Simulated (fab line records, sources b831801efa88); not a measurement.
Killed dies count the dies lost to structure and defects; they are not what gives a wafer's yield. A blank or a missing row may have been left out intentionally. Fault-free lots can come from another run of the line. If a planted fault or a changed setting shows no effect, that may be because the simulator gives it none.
Which of the tools did it? :: flow sky130 :: 33 wafers from 11 lots sampled at 5 of the route's 708 steps

WHAT EACH GAUGE READ, for each wafer
The record holds no reading of a measuring or inspecting step that can be judged against a usual standard deviation.

EACH LOT AND THE TOOL THAT RAN IT (in order: tool; ch and the chambers of the sampled wafers; start)
lot: L153
SKY_VIA3_CMP_24: cmp-01 ch 0,1,2, day 41 01:35
SKY_VIA4_CMP_21: cmp-01 ch 0,2, day 44 04:46
SKY_PASSIVATION_CVD_02: pecvd-03 ch 0,1,2, day 45 04:40
SKY_PASSIVATION_ETCH_11: rieDiel-02 ch 1,2,3, day 46 02:23
SKY_PAD_OPEN_PROBE_99: -

lot: L152
SKY_VIA3_CMP_24: cmp-01 ch 0,2, day 41 02:28
SKY_VIA4_CMP_21: cmp-02 ch 2,3, day 44 05:43
SKY_PASSIVATION_CVD_02: pecvd-03 ch 1,2, day 45 06:33
SKY_PASSIVATION_ETCH_11: rieDiel-04 ch 0,3, day 46 04:39
SKY_PAD_OPEN_PROBE_99: prober-01, day 47 04:23

lot: L155
SKY_VIA3_CMP_24: cmp-02 ch 0,1,3, day 41 15:34
SKY_VIA4_CMP_21: cmp-01 ch 1,3, day 44 17:11
SKY_PASSIVATION_CVD_02: pecvd-03 ch 0,2, day 45 16:47
SKY_PASSIVATION_ETCH_11: rieDiel-02 ch 1,2,3, day 46 14:36
SKY_PAD_OPEN_PROBE_99: prober-02, day 47 14:39

lot: L159
SKY_VIA3_CMP_24: cmp-01 ch 1,2,3, day 42 22:25
SKY_VIA4_CMP_21: cmp-01 ch 0,1,3, day 45 22:49
SKY_PASSIVATION_CVD_02: pecvd-02 ch 1,2, day 46 21:29
SKY_PASSIVATION_ETCH_11: rieDiel-03 ch 0,1,2, day 47 18:18
SKY_PAD_OPEN_PROBE_99: prober-01, day 48 16:29

lot: L160
SKY_VIA3_CMP_24: cmp-02 ch 0,1,3, day 43 01:01
SKY_VIA4_CMP_21: cmp-02 ch 0,2,3, day 46 00:41
SKY_PASSIVATION_CVD_02: pecvd-02 ch 0,1,2, day 46 23:40
SKY_PASSIVATION_ETCH_11: rieDiel-04 ch 2,3, day 47 19:59
SKY_PAD_OPEN_PROBE_99: prober-02, day 48 18:18

lot: L162
SKY_VIA3_CMP_24: cmp-02 ch 0,1, day 43 12:01
SKY_VIA4_CMP_21: cmp-02 ch 0,1, day 46 10:14
SKY_PASSIVATION_CVD_02: pecvd-02 ch 0,1, day 47 08:16
SKY_PASSIVATION_ETCH_11: rieDiel-04 ch 1,2, day 48 05:15
SKY_PAD_OPEN_PROBE_99: prober-02, day 49 04:53

lot: L163
SKY_VIA3_CMP_24: cmp-02 ch 0,1,2, day 43 18:46
SKY_VIA4_CMP_21: cmp-01 ch 0,2,3, day 46 17:51
SKY_PASSIVATION_CVD_02: pecvd-03 ch 1,2, day 47 15:21
SKY_PASSIVATION_ETCH_11: rieDiel-02 ch 1,2,3, day 48 11:36
SKY_PAD_OPEN_PROBE_99: prober-01, day 49 09:22

lot: L168
SKY_VIA3_CMP_24: cmp-01 ch 0,1,3, day 45 00:49
SKY_VIA4_CMP_21: cmp-02 ch 0,2,3, day 47 20:25
SKY_PASSIVATION_CVD_02: pecvd-01 ch 1,2, day 48 18:08
SKY_PASSIVATION_ETCH_11: rieDiel-02 ch 0,1,2, day 49 13:17
SKY_PAD_OPEN_PROBE_99: prober-02, day 50 09:18

lot: L172
SKY_VIA3_CMP_24: cmp-01 ch 0,3, day 46 00:58
SKY_VIA4_CMP_21: cmp-02 ch 1,2, day 48 18:56
SKY_PASSIVATION_CVD_02: pecvd-02 ch 0,2, day 49 15:07
SKY_PASSIVATION_ETCH_11: rieDiel-04 ch 2,3, day 50 08:45
SKY_PAD_OPEN_PROBE_99: prober-02, day 51 03:46

lot: L174
SKY_VIA3_CMP_24: cmp-01 ch 2,3, day 46 17:12
SKY_VIA4_CMP_21: cmp-01 ch 0,1, day 49 09:43
SKY_PASSIVATION_CVD_02: pecvd-02 ch 0,1, day 50 04:33
SKY_PASSIVATION_ETCH_11: rieDiel-02 ch 0,1,3, day 50 21:03
SKY_PAD_OPEN_PROBE_99: -

lot: L175
SKY_VIA3_CMP_24: cmp-02 ch 1,2,3, day 46 21:30
SKY_VIA4_CMP_21: cmp-02 ch 1,2, day 49 13:49
SKY_PASSIVATION_CVD_02: pecvd-02 ch 0,1,2, day 50 09:06
SKY_PASSIVATION_ETCH_11: rieDiel-03 ch 0,1, day 51 01:18
SKY_PAD_OPEN_PROBE_99: -
- SKY_VIA3_CMP_24: polishes, stops on SiO2, t overpolish 20 s, target thk 0 nm.
- SKY_VIA4_CMP_21: polishes, stops on SiO2, t overpolish 25 s, target thk 0 nm.
- SKY_PASSIVATION_CVD_02: deposits Si3N4, target thk 540 nm.
- SKY_PASSIVATION_ETCH_11: etches the open film in CF4/O2, stops on AlCu, target depth 725 nm, time 161.1 s.
- SKY_PAD_OPEN_PROBE_99

AS READ BY THE TOOLS THEMSELVES (means over the sampled wafers that have a number; for cases with no such wafer, the mark the record gives instead)
SKY_VIA3_CMP_24. Usual: motorCurrentA 11.5 A, standard deviation 1.2; overpolishRunS 20.000 s, standard deviation 0.0095; retainingRingPressureFrac 1.000, standard deviation 0.0052; timeToEndpointS 96 s, standard deviation 5.1.
lot: L153
tool: cmp-01
motorCurrentA (A): 12.2
overpolishRunS (s): 19.996
retainingRingPressureFrac: 0.997
timeToEndpointS (s): 91
flag: 

lot: L152
tool: cmp-01
motorCurrentA (A): 11.0
overpolishRunS (s): 20.000
retainingRingPressureFrac: 1.000
timeToEndpointS (s): 95
flag: 

lot: L155
tool: cmp-02
motorCurrentA (A): 11.7
overpolishRunS (s): 19.996
retainingRingPressureFrac: 1.002
timeToEndpointS (s): 98
flag: 

lot: L159
tool: cmp-01
motorCurrentA (A): 11.4
overpolishRunS (s): 20.000
retainingRingPressureFrac: 0.999
timeToEndpointS (s): 89
flag: 

lot: L160
tool: cmp-02
motorCurrentA (A): 11.4
overpolishRunS (s): 20.002
retainingRingPressureFrac: 1.005
timeToEndpointS (s): 98
flag: 

lot: L162
tool: cmp-02
motorCurrentA (A): 11.7
overpolishRunS (s): 19.991
retainingRingPressureFrac: 1.003
timeToEndpointS (s): 97
flag: 

lot: L163
tool: cmp-02
motorCurrentA (A): 11.8
overpolishRunS (s): 19.995
retainingRingPressureFrac: 1.005
timeToEndpointS (s): 98
flag: 

lot: L168
tool: cmp-01
motorCurrentA (A): 12.2
overpolishRunS (s): 19.999
retainingRingPressureFrac: 0.993
timeToEndpointS (s): 91
flag: 

lot: L172
tool: cmp-01
motorCurrentA (A): 11.8
overpolishRunS (s): 20.003
retainingRingPressureFrac: 1.001
timeToEndpointS (s): 92
flag: 

lot: L174
tool: cmp-01
motorCurrentA (A): 10.4
overpolishRunS (s): 20.005
retainingRingPressureFrac: 1.002
timeToEndpointS (s): 97
flag: 

lot: L175
tool: cmp-02
motorCurrentA (A): 11.2
overpolishRunS (s): 19.988
retainingRingPressureFrac: 1.001
timeToEndpointS (s): 100
flag: 

SKY_VIA4_CMP_21. Usual: motorCurrentA 11.5 A, standard deviation 1.1; overpolishRunS 25.001 s, standard deviation 0.0092; retainingRingPressureFrac 1.000, standard deviation 0.0048; timeToEndpointS 125 s, standard deviation 4.7.
lot: L153
tool: cmp-01
motorCurrentA (A): 12.1
overpolishRunS (s): 25.001
retainingRingPressureFrac: 1.001
timeToEndpointS (s): 127
flag: 

lot: L152
tool: cmp-02
motorCurrentA (A): 10.6
overpolishRunS (s): 24.996
retainingRingPressureFrac: 1.001
timeToEndpointS (s): 124
flag: 

lot: L155
tool: cmp-01
motorCurrentA (A): 11.4
overpolishRunS (s): 24.992
retainingRingPressureFrac: 1.003
timeToEndpointS (s): 120
flag: 

lot: L159
tool: cmp-01
motorCurrentA (A): 12.2
overpolishRunS (s): 25.004
retainingRingPressureFrac: 1.003
timeToEndpointS (s): 121
flag: 

lot: L160
tool: cmp-02
motorCurrentA (A): 10.9
overpolishRunS (s): 25.001
retainingRingPressureFrac: 0.999
timeToEndpointS (s): 127
flag: 

lot: L162
tool: cmp-02
motorCurrentA (A): 11.7
overpolishRunS (s): 25.002
retainingRingPressureFrac: 1.004
timeToEndpointS (s): 130
flag: 

lot: L163
tool: cmp-01
motorCurrentA (A): 11.0
overpolishRunS (s): 24.992
retainingRingPressureFrac: 0.997
timeToEndpointS (s): 129
flag: 

lot: L168
tool: cmp-02
motorCurrentA (A): 11.1
overpolishRunS (s): 24.992
retainingRingPressureFrac: 1.004
timeToEndpointS (s): 128
flag: 

lot: L172
tool: cmp-02
motorCurrentA (A): 10.8
overpolishRunS (s): 24.999
retainingRingPressureFrac: 0.994
timeToEndpointS (s): 124
flag: 

lot: L174
tool: cmp-01
motorCurrentA (A): 12.9
overpolishRunS (s): 24.996
retainingRingPressureFrac: 1.000
timeToEndpointS (s): 121
flag: 

lot: L175
tool: cmp-02
motorCurrentA (A): 11.6
overpolishRunS (s): 25.001
retainingRingPressureFrac: 1.002
timeToEndpointS (s): 121
flag: 

SKY_PASSIVATION_CVD_02. Usual: heaterPowerW 679 W, standard deviation 84.
lot: L153
tool: pecvd-03
heaterPowerW (W): 757
flag: 

lot: L152
tool: pecvd-03
heaterPowerW (W): 685
flag: 

lot: L155
tool: pecvd-03
heaterPowerW (W): 714
flag: 

lot: L159
tool: pecvd-02
heaterPowerW (W): 734
flag: 

lot: L160
tool: pecvd-02
heaterPowerW (W): 620
flag: 

lot: L162
tool: pecvd-02
heaterPowerW (W): 643
flag: 

lot: L163
tool: pecvd-03
heaterPowerW (W): 729
flag: 

lot: L168
tool: pecvd-01
heaterPowerW (W): 640
flag: 

lot: L172
tool: pecvd-02
heaterPowerW (W): 557
flag: 

lot: L174
tool: pecvd-02
heaterPowerW (W): 655
flag: 

lot: L175
tool: pecvd-02
heaterPowerW (W): 604
flag: 

SKY_PASSIVATION_ETCH_11. Usual: O2_flow_sccm 9.995 sccm, standard deviation 0.026; drypumpMotorCurrentA 5.8 A, standard deviation 0.45; oesProductAu 0.977 a.u., standard deviation 0.0072; throttleValvePct 5.962 %, standard deviation 0.0095.
lot: L153
tool: rieDiel-02
O2_flow_sccm (sccm): 9.994
drypumpMotorCurrentA (A): 6.3
oesProductAu (a.u.): 0.978
throttleValvePct (%): 5.951
flag: 

lot: L152
tool: rieDiel-04
O2_flow_sccm (sccm): 9.996
drypumpMotorCurrentA (A): 5.6
oesProductAu (a.u.): 0.978
throttleValvePct (%): 5.962
flag: 

lot: L155
tool: rieDiel-02
O2_flow_sccm (sccm): 9.980
drypumpMotorCurrentA (A): 6.3
oesProductAu (a.u.): 0.976
throttleValvePct (%): 5.957
flag: 

lot: L159
tool: rieDiel-03
O2_flow_sccm (sccm): 10.002
drypumpMotorCurrentA (A): 5.6
oesProductAu (a.u.): 0.974
throttleValvePct (%): 5.969
flag: 

lot: L160
tool: rieDiel-04
O2_flow_sccm (sccm): 9.999
drypumpMotorCurrentA (A): 5.6
oesProductAu (a.u.): 0.981
throttleValvePct (%): 5.962
flag: 

lot: L162
tool: rieDiel-04
O2_flow_sccm (sccm): 9.990
drypumpMotorCurrentA (A): 5.7
oesProductAu (a.u.): 0.984
throttleValvePct (%): 5.965
flag: 

lot: L163
tool: rieDiel-02
O2_flow_sccm (sccm): 10.028
drypumpMotorCurrentA (A): 6.3
oesProductAu (a.u.): 0.981
throttleValvePct (%): 5.962
flag: 

lot: L168
tool: rieDiel-02
O2_flow_sccm (sccm): 10.002
drypumpMotorCurrentA (A): 6.3
oesProductAu (a.u.): 0.979
throttleValvePct (%): 5.963
flag: 

lot: L172
tool: rieDiel-04
O2_flow_sccm (sccm): 9.996
drypumpMotorCurrentA (A): 5.6
oesProductAu (a.u.): 0.979
throttleValvePct (%): 5.969
flag: 

lot: L174
tool: rieDiel-02
O2_flow_sccm (sccm): 9.982
drypumpMotorCurrentA (A): 6.0
oesProductAu (a.u.): 0.974
throttleValvePct (%): 5.961
flag: 

lot: L175
tool: rieDiel-03
O2_flow_sccm (sccm): 10.014
drypumpMotorCurrentA (A): 5.8
oesProductAu (a.u.): 0.981
throttleValvePct (%): 5.965
flag: 

SKY_PAD_OPEN_PROBE_99. Usual: defectLimitedYield 82.5 %, standard deviation 2.2; killed_at_M0_to_M3 43, standard deviation 7.5; killed_at_M4_up 3.2, standard deviation 1.9; killedAtContacts 24, standard deviation 5.6; killedAtFrontEnd 15, standard deviation 4.8; killedAtOther 0.2, standard deviation 0.54; killedDies 86, standard deviation 11; killedOnRim 17, standard deviation 3.6; killedOpen 47, standard deviation 7.6; killedShort 39, standard deviation 7.1; sort_bin_3_pad_short 0.8 %, standard deviation 0.36; sort_bin_5_function 10.4 %, standard deviation 1.6; sort_bin_6_memory 6.3 %, standard deviation 1.3; sortNPass 406, standard deviation 11; sortYieldPct 82.5 %, standard deviation 2.2.
lot: L152
tool: prober-01
defectLimitedYield (%): 83.2
killed_at_M0_to_M3: 48
killed_at_M4_up: 2.3
killedAtContacts: 20
killedAtFrontEnd: 11
killedAtOther: 0.0
killedDies: 82
killedOnRim: 16
killedOpen: 47
killedShort: 35
sort_bin_3_pad_short (%): 0.6
sort_bin_5_function (%): 10.4
sort_bin_6_memory (%): 5.8
sortNPass: 410
sortYieldPct (%): 83.2
flag: 

lot: L155
tool: prober-02
defectLimitedYield (%): 80.6
killed_at_M0_to_M3: 46
killed_at_M4_up: 5.0
killedAtContacts: 28
killedAtFrontEnd: 16
killedAtOther: 0.3
killedDies: 96
killedOnRim: 19
killedOpen: 56
killedShort: 39
sort_bin_3_pad_short (%): 0.7
sort_bin_5_function (%): 11.9
sort_bin_6_memory (%): 6.8
sortNPass: 396
sortYieldPct (%): 80.6
flag: 

lot: L159
tool: prober-01
defectLimitedYield (%): 82.4
killed_at_M0_to_M3: 45
killed_at_M4_up: 2.7
killedAtContacts: 25
killedAtFrontEnd: 14
killedAtOther: 0.0
killedDies: 87
killedOnRim: 16
killedOpen: 45
killedShort: 41
sort_bin_3_pad_short (%): 1.0
sort_bin_5_function (%): 11.1
sort_bin_6_memory (%): 5.6
sortNPass: 405
sortYieldPct (%): 82.4
flag: 

lot: L160
tool: prober-02
defectLimitedYield (%): 82.1
killed_at_M0_to_M3: 40
killed_at_M4_up: 2.7
killedAtContacts: 29
killedAtFrontEnd: 16
killedAtOther: 0.3
killedDies: 88
killedOnRim: 20
killedOpen: 49
killedShort: 39
sort_bin_3_pad_short (%): 0.5
sort_bin_5_function (%): 10.8
sort_bin_6_memory (%): 6.6
sortNPass: 404
sortYieldPct (%): 82.1
flag: 

lot: L162
tool: prober-02
defectLimitedYield (%): 64.4
killed_at_M0_to_M3: 131
killed_at_M4_up: 4.3
killedAtContacts: 22
killedAtFrontEnd: 18
killedAtOther: 0.0
killedDies: 175
killedOnRim: 35
killedOpen: 48
killedShort: 42
sort_bin_3_pad_short (%): 2.0
sort_bin_5_function (%): 21.4
sort_bin_6_memory (%): 12.1
sortNPass: 317
sortYieldPct (%): 64.4
flag: OFF

lot: L163
tool: prober-01
defectLimitedYield (%): 76.1
killed_at_M0_to_M3: 76
killed_at_M4_up: 2.7
killedAtContacts: 25
killedAtFrontEnd: 14
killedAtOther: 0.0
killedDies: 117
killedOnRim: 21
killedOpen: 45
killedShort: 30
sort_bin_3_pad_short (%): 1.3
sort_bin_5_function (%): 14.5
sort_bin_6_memory (%): 8.0
sortNPass: 375
sortYieldPct (%): 76.1
flag: OFF

lot: L168
tool: prober-02
defectLimitedYield (%): 80.5
killed_at_M0_to_M3: 52
killed_at_M4_up: 3.3
killedAtContacts: 23
killedAtFrontEnd: 18
killedAtOther: 0.0
killedDies: 96
killedOnRim: 15
killedOpen: 50
killedShort: 46
sort_bin_3_pad_short (%): 0.9
sort_bin_5_function (%): 11.1
sort_bin_6_memory (%): 7.4
sortNPass: 396
sortYieldPct (%): 80.5
flag: 

lot: L172
tool: prober-02
defectLimitedYield (%): 81.1
killed_at_M0_to_M3: 44
killed_at_M4_up: 4.0
killedAtContacts: 26
killedAtFrontEnd: 19
killedAtOther: 0.0
killedDies: 93
killedOnRim: 17
killedOpen: 51
killedShort: 42
sort_bin_3_pad_short (%): 0.9
sort_bin_5_function (%): 10.0
sort_bin_6_memory (%): 7.8
sortNPass: 399
sortYieldPct (%): 81.1
flag: 

THE ANSWER, worked out from the rows above alone
Rule: a lot is off if the mean of its wafers that have a number lies more than 3 standard deviations from the usual mean. A lot without any number at a reading at which 4 lots or more have one is off too. Any other lot the step has rows for is counted as sound. After the gauges, taken in route order, come the tools' own readings; for these a lot's mean is taken, as printed above. At the first step where some lot is off, the reading lying furthest off is the one used; lots without a number count as furthest.
Off: L162, L163, at SKY_PAD_OPEN_PROBE_99 (killed_at_M0_to_M3). Neither off nor sound, because the step has no rows for them: L153, L174, L175.
If a tool, at that step or one of the process steps before it, ran each lot that is off and ran no sound lot following the first of them, it fits. One fits: cmp-02 at SKY_VIA3_CMP_24. A fault onset in the window from L160 (day 43 01:01, its last sound lot) to L162 (day 43 12:01, its first lot off) fits.

WHAT HAD BEEN PUT IN BY THE SIMULATOR
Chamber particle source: cmp-02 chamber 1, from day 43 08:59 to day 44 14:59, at SKY_VIA3_CMP_24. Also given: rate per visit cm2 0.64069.
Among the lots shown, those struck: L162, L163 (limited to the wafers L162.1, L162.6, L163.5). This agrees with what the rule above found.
